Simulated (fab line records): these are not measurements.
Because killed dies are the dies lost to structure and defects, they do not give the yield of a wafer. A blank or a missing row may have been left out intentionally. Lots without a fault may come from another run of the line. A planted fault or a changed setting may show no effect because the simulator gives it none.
Struck lot and sound lot, side by side | flow sky130 | 17 steps out of a route of 708
Sound: wafers L497.1, L497.5, L497.6. Wafers struck: L512.1, L512.3, L512.5. The cause comes at the end.
Per side, at each step with rows, come the tool, then ch with its chambers, and then its first start. Under that, the readings that differ: sound wafers | struck wafers | difference of the means | sigmas: that difference in standard deviations of wafers without a fault.
alike: same words and numbers on both sides, and readings whose means sit less than 2 such deviations apart. not compared: any withheld reading, any reading some wafer has no value for, any bound like >300 that may hide the same value, and any number with overlapping values for which the record gives no deviation.
A row with sigmas, a row that says differs or no value, or rows on one side alone: a step with any of these is where the two part. Numbers that don't overlap but have no deviation are shown without sigmas and don't part them. A reading that every wafer of one side lacks parts them only if that side has two wafers or more.

first, 5 steps without rows for these wafers: SKY_SD_N_COAT_02 (resist thk 1140 nm); SKY_SD_N_SOFTBAKE_03 (time 60 s); SKY_SD_N_EXPOSE_04 (exposes mask NSDM, target cd 380 nm); SKY_SD_N_PEB_05; SKY_SD_N_DEVELOP_06 (develop time 60 s).
SKY_SD_N_CD_MEAS_07: target cd 380 nm.
  sound on cdSem-02 at day 29 23:35; struck on cdSem-01 at day 34 05:29
  alike: cdNm
SKY_SD_N_OVL_MEAS_08:
  sound on overlay-01 at day 29 23:42; struck on overlay-01 at day 34 05:36
  alike: SD_N_OVL
then, 2 steps without rows for these wafers: SKY_SD_N_IMPLANT_09; SKY_SD_N_IMPLANT_10.
SKY_SD_N_STRIP_11: strips in O2/N2.
  sound on plasmaAsher-02 ch 0,1, day 30 00:02; struck on plasmaAsher-02 ch 0,1, day 34 05:56
  alike: chamberPressureMTorr, drypumpMotorCurrentA, oesProductAu, stripTimeToEndpointS
  not compared: rfHoursCounterH
SKY_SD_N_TW_MEAS_12:
  sound on filmMetro-01 at day 30 00:08; struck on filmMetro-03 at day 34 06:02
  alike: SD_N_TW
then, 1 step without rows for these wafers: SKY_SD_N_CLEAN_13 (cleans in SC1/SC2, time 150 s).
SKY_SD_N_RTA_14: time 2 s.
  sound on rtpAnneal-02 ch 0, day 30 00:16; struck on rtpAnneal-02 ch 0, day 34 06:09
reading          | sound                | struck               | difference | sigmas
lampPowerPct (%) | 15.80 15.79 15.75    | 16.58 16.51 16.56    | +0.77      | +14
wafer_temp_C_max | 1077.5 1077.8 1078.2 | 1111.1 1111.4 1109.5 | +32.8      | +27
  alike: rampUpCPerS
SKY_SD_N_RS_MEAS_16: measurement is done with a four-point probe.
  sound on filmMetro-04 at day 30 00:26; struck on filmMetro-01 at day 34 06:19
reading          | sound             | struck            | difference | sigmas
SD_N_RS (ohm/sq) | 68.57 68.67 68.43 | 62.64 62.54 62.64 | -5.95      | -61
SKY_SD_N_RS_MEAS_17: measurement is done with a four-point probe.
  sound on filmMetro-04 at day 30 00:33; struck on filmMetro-01 at day 34 06:26
reading          | sound             | struck            | difference | sigmas
SD_P_RS (ohm/sq) | 147.4 147.5 146.8 | 118.5 118.3 118.7 | -28.7      | -85
SKY_SD_N_RS_MEAS_18: measurement is done with a four-point probe.
  sound on filmMetro-04 at day 30 00:40; struck on filmMetro-01 at day 34 06:34
reading               | sound             | struck            | difference | sigmas
RES_XHIGH_RS (ohm/sq) | 333.9 334.4 334.9 | 330.0 330.8 331.6 | -3.6       | -3
-- the record jumps here: 16 days lie between the struck wafers' starts before and after (it left off in module SD_N and takes up again in module PAD_OPEN, whose first step shown is number 708 of the route) --
SKY_PAD_OPEN_PROBE_99:
  sound on prober-01 at day 47 10:42; struck on prober-01 at day 50 06:07
reading                            | sound             | struck            | difference | sigmas
model.etest.resXhighPo.lineOhmUm   | 5611 5611 5856    | 4370 4311 4273    | -1375      | 
model.etest.resXhighPo.rsOhmSq     | 1980 1978 2064    | 1527 1519 1505    | -490       | 
model.etest.pfet_01v8.rOnOhmUm     | 2936 2908 2883    | 2524 2548 2557    | -366       | 
model.etest.resPdiff.lineOhmUm     | 1376 1373 1376    | 1125 1120 1137    | -248       | 
model.etest.pfetG5v0d10v5.rOnOhmUm | 4849 4779 4764    | 4579 4626 4652    | -178       | 
model.etest.resHighPo.lineOhmUm    | 739.2 739 764.6   | 602.3 590.1 595.2 | -151.7     | 
model.etest.liconHighPo.rcOhm      | 341.2 355.9 354.5 | 254.7 255.8 254.7 | -95.5      | 
model.etest.resNdiff.lineOhmUm     | 773.4 767.3 764.7 | 709.2 708.4 701.2 | -62.2      | 
  alike: killed_at_M0_to_M3, killed_at_M4_up, killedAtContacts, killedAtFrontEnd, killedAtOther, killedDies, killedOpen, killedShort

## WHERE THEY PART
Earliest at SKY_SD_N_RTA_14; latest, in this record, at SKY_SD_N_RS_MEAS_18. Later steps at which nothing parts them and some readings are alike: SKY_PAD_OPEN_PROBE_99.

WHY: what the simulator had put in
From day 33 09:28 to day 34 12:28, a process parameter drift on rtpAnneal-02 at SKY_SD_N_RTA_14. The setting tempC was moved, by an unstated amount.
